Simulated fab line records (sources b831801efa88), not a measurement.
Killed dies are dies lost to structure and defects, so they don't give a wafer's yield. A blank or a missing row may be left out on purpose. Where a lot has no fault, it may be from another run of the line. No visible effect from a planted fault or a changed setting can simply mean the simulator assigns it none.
Which tool was responsible? / flow sky130 / 33 wafers from 11 lots sampled at 2 of the route's 708 steps

== WHAT THE GAUGES READ, wafer by wafer ==
SKY_VT_ADJUST_HVTR_OVL_MEAS_08.
lot=L591; measured=day 9 08:56; on=overlay-01; VT_ADJUST_HVTR_OVL (nm)=-0.1 -0.8 1.2
lot=L592; measured=day 9 20:38; on=overlay-02; VT_ADJUST_HVTR_OVL (nm)=-0.8 -0.3 -0.2
lot=L593; measured=day 9 21:49; on=overlay-02; VT_ADJUST_HVTR_OVL (nm)=-1.4 0.0 1.1
lot=L594; measured=day 10 05:20; on=overlay-02; VT_ADJUST_HVTR_OVL (nm)=0.4 0.9 -0.5
lot=L595; measured=day 10 17:11; on=overlay-01; VT_ADJUST_HVTR_OVL (nm)=2.5 4.1 4.2
lot=L604; measured=day 13 17:16; on=overlay-01; VT_ADJUST_HVTR_OVL (nm)=167.0 168.3 168.2
lot=L605; measured=day 13 17:35; on=overlay-02; VT_ADJUST_HVTR_OVL (nm)=169.0 167.7 168.6
lot=L606; measured=day 13 23:53; on=overlay-01; VT_ADJUST_HVTR_OVL (nm)=0.8 -0.1 0.8
lot=L610; measured=day 15 20:40; on=overlay-01; VT_ADJUST_HVTR_OVL (nm)=0.7 -0.1 -2.2
lot=L613; measured=day 16 09:29; on=overlay-02; VT_ADJUST_HVTR_OVL (nm)=2.2 0.4 1.9
lot=L614; measured=day 16 19:05; on=overlay-02; VT_ADJUST_HVTR_OVL (nm)=0.0 0.8 -0.5

== WHAT TOOL EACH LOT RAN ON (gives the tool, then ch and the chambers of the sampled wafers, and finally the start) ==
lot=L591; SKY_VT_ADJUST_HVTR_EXPOSE_04=iline-stepper-02 ch 0, day 8 22:33
lot=L592; SKY_VT_ADJUST_HVTR_EXPOSE_04=iline-stepper-01 ch 0, day 9 09:29
lot=L593; SKY_VT_ADJUST_HVTR_EXPOSE_04=iline-stepper-01 ch 0, day 9 11:09
lot=L594; SKY_VT_ADJUST_HVTR_EXPOSE_04=iline-stepper-02 ch 0, day 9 17:56
lot=L595; SKY_VT_ADJUST_HVTR_EXPOSE_04=iline-stepper-02 ch 0, day 10 06:29
lot=L604; SKY_VT_ADJUST_HVTR_EXPOSE_04=iline-stepper-01 ch 0, day 13 04:20
lot=L605; SKY_VT_ADJUST_HVTR_EXPOSE_04=iline-stepper-01 ch 0, day 13 04:28
lot=L606; SKY_VT_ADJUST_HVTR_EXPOSE_04=iline-stepper-02 ch 0, day 13 11:26
lot=L610; SKY_VT_ADJUST_HVTR_EXPOSE_04=iline-stepper-02 ch 0, day 15 06:35
lot=L613; SKY_VT_ADJUST_HVTR_EXPOSE_04=iline-stepper-02 ch 0, day 15 20:24
lot=L614; SKY_VT_ADJUST_HVTR_EXPOSE_04=iline-stepper-02 ch 0, day 16 04:52
- SKY_VT_ADJUST_HVTR_EXPOSE_04: exposes mask HVTRM, target cd 380 nm.

== WHAT THE TOOLS THEMSELVES READ (means of the sampled wafers that have a number; where no wafer has one, the mark that the record gives instead) ==
SKY_VT_ADJUST_HVTR_EXPOSE_04.
lot=L591; tool=iline-stepper-02; stage-vel-mm-s (mm/s)=499.71
lot=L592; tool=iline-stepper-01; stage-vel-mm-s (mm/s)=500.33
lot=L593; tool=iline-stepper-01; stage-vel-mm-s (mm/s)=500.01
lot=L594; tool=iline-stepper-02; stage-vel-mm-s (mm/s)=500.15
lot=L595; tool=iline-stepper-02; stage-vel-mm-s (mm/s)=500.25
lot=L604; tool=iline-stepper-01; stage-vel-mm-s (mm/s)=499.92
lot=L605; tool=iline-stepper-01; stage-vel-mm-s (mm/s)=499.39
lot=L606; tool=iline-stepper-02; stage-vel-mm-s (mm/s)=500.20
lot=L610; tool=iline-stepper-02; stage-vel-mm-s (mm/s)=499.94
lot=L613; tool=iline-stepper-02; stage-vel-mm-s (mm/s)=500.04
lot=L614; tool=iline-stepper-02; stage-vel-mm-s (mm/s)=500.10

== THE ANSWER, worked out from the rows above alone ==
Rule: the usual values come from the lots themselves. Put in order of their means at a reading, lots are off if they are a third of the lots or fewer, leave a main group of 4 or more, and stand apart from it by a gap of 3 or more times the standard deviation of the main group's means; of several such gaps the widest counts. A main group is skipped when, at the precision printed for the reading in the tables above, its means are all equal. Also off: a lot with no number at a reading for which 4 or more lots have one. All remaining lots with rows at the step are treated as sound. The gauges are gone through in route order, then the tools' own readings, and for those a lot's mean is taken as printed above. At the first step where some lot is off, the reading lying furthest off is the one used; lots without a number count as furthest.
Off: L604, L605, seen at SKY_VT_ADJUST_HVTR_OVL_MEAS_08 (VT_ADJUST_HVTR_OVL). Mean 0.6 nm and standard deviation 1.2 in the main group.
If a tool, at a process step before that reading, ran all the lots that are off and no sound lot after the first of them, it fits. Those tools and the gauges at SKY_VT_ADJUST_HVTR_OVL_MEAS_08 are tried in the same way. One fits: SKY_VT_ADJUST_HVTR_EXPOSE_04 on iline-stepper-01. A fault onset in the window from L593 (day 9 11:09, its last sound lot) to L604 (day 13 04:20, its first lot off) fits.

== WHAT THE SIMULATOR HAD INSERTED ==
Scanner matching overlay: iline-stepper-01, from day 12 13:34 on, at SKY_VT_ADJUST_HVTR_EXPOSE_04. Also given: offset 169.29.
Struck lots among those shown: L604, L605. This agrees with what the rule above found.
